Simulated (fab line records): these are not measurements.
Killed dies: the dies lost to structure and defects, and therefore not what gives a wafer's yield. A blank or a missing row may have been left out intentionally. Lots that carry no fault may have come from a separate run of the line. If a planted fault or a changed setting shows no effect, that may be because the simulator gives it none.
A lot that was struck, set against a sound lot    flow sky130    30 out of 708 route steps
Sound: the wafers L908.1, L908.3, L908.6. Wafers struck: L913.2, L913.3, L913.6. The cause is named last.
Each step with rows lists, per side, the tool, then ch with its chambers, then its first start. Under that, the readings that differ: sound wafers    struck wafers    difference of the means    sigmas: that difference in standard deviations of wafers without a fault.
alike: readings with means less than 2 such deviations apart, plus words and numbers identical on both sides. not compared: withheld readings, readings lacking a value on some wafer, bounds such as >300 that could conceal the same value, and numbers that have no deviation in the record and whose values overlap.
The two part at a step that has a row with sigmas, a row that says differs or no value, or rows on one side only. Non-overlapping numbers with no deviation appear without sigmas and do not part them. Lack of a reading on every wafer of one side parts them only where that side has two or more wafers.

first, 6 steps without rows for these wafers: SKY_SONOS_ONO_HMDS_07 (prime time 60 s); SKY_SONOS_ONO_COAT_08 (resist thk 1133 nm); SKY_SONOS_ONO_SOFTBAKE_09 (time 60 s); SKY_SONOS_ONO_EXPOSE_10 (exposes mask ONOM, target cd 410 nm); SKY_SONOS_ONO_PEB_11; SKY_SONOS_ONO_DEVELOP_12 (develop time 60 s).
SKY_SONOS_ONO_CD_MEAS_13: the cd target is 410 nm.
  sound on cdSem-02 at day 13 20:11; struck on cdSem-02 at day 15 17:40
  alike: cdNm
SKY_SONOS_ONO_OVL_MEAS_14:
  sound on overlay-02 at day 13 20:18; struck on overlay-01 at day 15 17:46
  alike: SONOS_ONO_OVL
SKY_SONOS_ONO_ETCH_15: etches the open film in CHF3/O2, target depth 19.52 nm, time 7.8 s.
  sound on rieDiel-03 ch 0,2,3, day 13 20:20; struck on rieDiel-01 ch 0,1, day 15 17:48
  alike: drypumpMotorCurrentA, oesProductAu, throttleValvePct
  not compared: rfHoursCounterH
then, 1 step without rows for these wafers: SKY_SONOS_ONO_WET_ETCH_16 (etches SiO2 in dHF, target depth 14 nm, time 280 s).
SKY_SONOS_ONO_STRIP_17: strips in O2/N2.
  sound on plasmaAsher-01 ch 0,1, day 13 20:26; struck on plasmaAsher-01 ch 0,1, day 15 17:55
  alike: drypumpMotorCurrentA, n2FlowSccm, oesProductAu, stripTimeToEndpointS
  not compared: rfHoursCounterH
then, 1 step without rows for these wafers: SKY_SONOS_ONO_WET_ETCH_18 (etches Si3N4 in H3PO4, target depth 15 nm, time 172 s).
SKY_GATE_OXIDE_CLEAN_00: cleans in SC1/SC2, time 150 s.
  sound on wetBench-04 ch 1, day 13 20:36; struck on wetBench-02 ch 1, day 15 18:04
reading                                    sound              struck             difference  sigmas
runLengthS (s)                             174 174 174        52 52 52           -122        -34
model.SiO2_of_SONOS_ONO_CVD_04.thkNm (nm)  5.074 4.979 5.045  5.361 5.381 5.368  +0.337      
  alike: tempC
then, 1 step without rows for these wafers: SKY_GATE_OXIDE_OXIDATION_01 (stabilise 600 s, purge 300 s, target thk 10.268 nm).
SKY_GATE_OXIDE_THK_MEAS_02:
  sound on filmMetro-03 at day 14 01:24; struck on filmMetro-01 at day 15 20:27
  alike: GATE_OXIDE_OXIDATION_00_THK
then, 7 steps without rows for these wafers: SKY_GATE_OXIDE_DEHYDRATE_03 (time 60 s); SKY_GATE_OXIDE_HMDS_04 (prime time 60 s); SKY_GATE_OXIDE_COAT_05 (resist thk 1140 nm); SKY_GATE_OXIDE_SOFTBAKE_06 (time 60 s); SKY_GATE_OXIDE_EXPOSE_07 (exposes mask LVOM, target cd 600 nm); SKY_GATE_OXIDE_PEB_08; SKY_GATE_OXIDE_DEVELOP_09 (develop time 60 s).
SKY_GATE_OXIDE_OVL_MEAS_10:
  sound on overlay-01 at day 15 02:36; struck on overlay-01 at day 17 00:19
  alike: GATE_OXIDE_OVL
then, 2 steps without rows for these wafers: SKY_GATE_OXIDE_IMPLANT_11; SKY_GATE_OXIDE_WET_ETCH_12 (etches SiO2 in dHF, target depth 16.8 nm, time 336 s).
SKY_GATE_OXIDE_STRIP_13: strips in O2/N2.
  sound on plasmaAsher-03 ch 0,1, day 15 02:54; struck on plasmaAsher-02 ch 0,1, day 17 00:37
  alike: drypumpMotorCurrentA, n2FlowSccm, oesProductAu, stripTimeToEndpointS
  not compared: rfHoursCounterH
SKY_GATE_OXIDE_TW_MEAS_14:
  sound on filmMetro-04 at day 15 03:00; struck on filmMetro-04 at day 17 00:43
  alike: GATE_OXIDE_TW
SKY_GATE_OXIDE_CLEAN_15: cleans in SC1/SC2, time 150 s.
  sound on wetBench-01 ch 3, day 15 03:04; struck on wetBench-02 ch 0, day 17 00:46
reading                                    sound              struck             difference  sigmas
model.SiO2_of_SONOS_ONO_CVD_04.thkNm (nm)  4.403 4.312 4.376  4.673 4.693 4.679  +0.318      
  alike: runLengthS, tempC
then, 1 step without rows for these wafers: SKY_GATE_OXIDE_OXIDATION_16 (stabilise 600 s, purge 300 s, target thk 3.57 nm).
-- here the record skips 31 days between the struck wafers' starts before and after, leaving off in module GATE_OXIDE and picking up in module PAD_OPEN (first step shown: number 708 of the route) --
SKY_PAD_OPEN_PROBE_99:
  sound on prober-01 at day 46 16:59; struck on prober-01 at day 48 04:44
reading                                sound                struck                difference  sigmas
model.etest.sonosErased.driveUaUm      180.8 216.4 186.1    178.1 179.9 176.3     -16.3       
model.etest.capThickOxide.gateBvV (V)  16.1 15.5 15.74      13.83 14.13 13.46     -1.97       
model.etest.capOno.gateLog10ACm2       -8.043 -7.88 -7.785  -8.406 -8.439 -8.443  -0.527      
model.etest.capOno.gateBvV (V)         16.22 16.03 16.2     17.05 16.3 16.33      +0.41       
model.etest.capOno.toxAccNm (nm)       12.95 12.81 12.81    13.27 13.27 13.28     +0.42       
model.etest.sonosProgrammed.vtV (V)    1.433 1.516 1.498    1.278 1.266 1.329     -0.191      
model.etest.sonosErased.vtV (V)        -2.242 -2.335 -2.32  -2.09 -2.091 -2.115   +0.20       
  alike: killed_at_M0_to_M3, killed_at_M4_up, killedAtContacts, killedAtFrontEnd, killedAtOther, killedDies, killedOpen, killedShort
  not compared: model.etest.capThickOxide.gateLog10ACm2

WHERE THEY PART
At SKY_GATE_OXIDE_CLEAN_00 and nowhere else, as far as this record goes. Later steps at which nothing parts them and some readings are alike: SKY_GATE_OXIDE_THK_MEAS_02, SKY_GATE_OXIDE_OVL_MEAS_10, SKY_GATE_OXIDE_STRIP_13, SKY_GATE_OXIDE_TW_MEAS_14, SKY_GATE_OXIDE_CLEAN_15, SKY_PAD_OPEN_PROBE_99.

WHY: whatever the simulator had introduced
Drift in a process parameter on wetBench-02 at SKY_GATE_OXIDE_CLEAN_00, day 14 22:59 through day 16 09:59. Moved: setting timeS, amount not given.
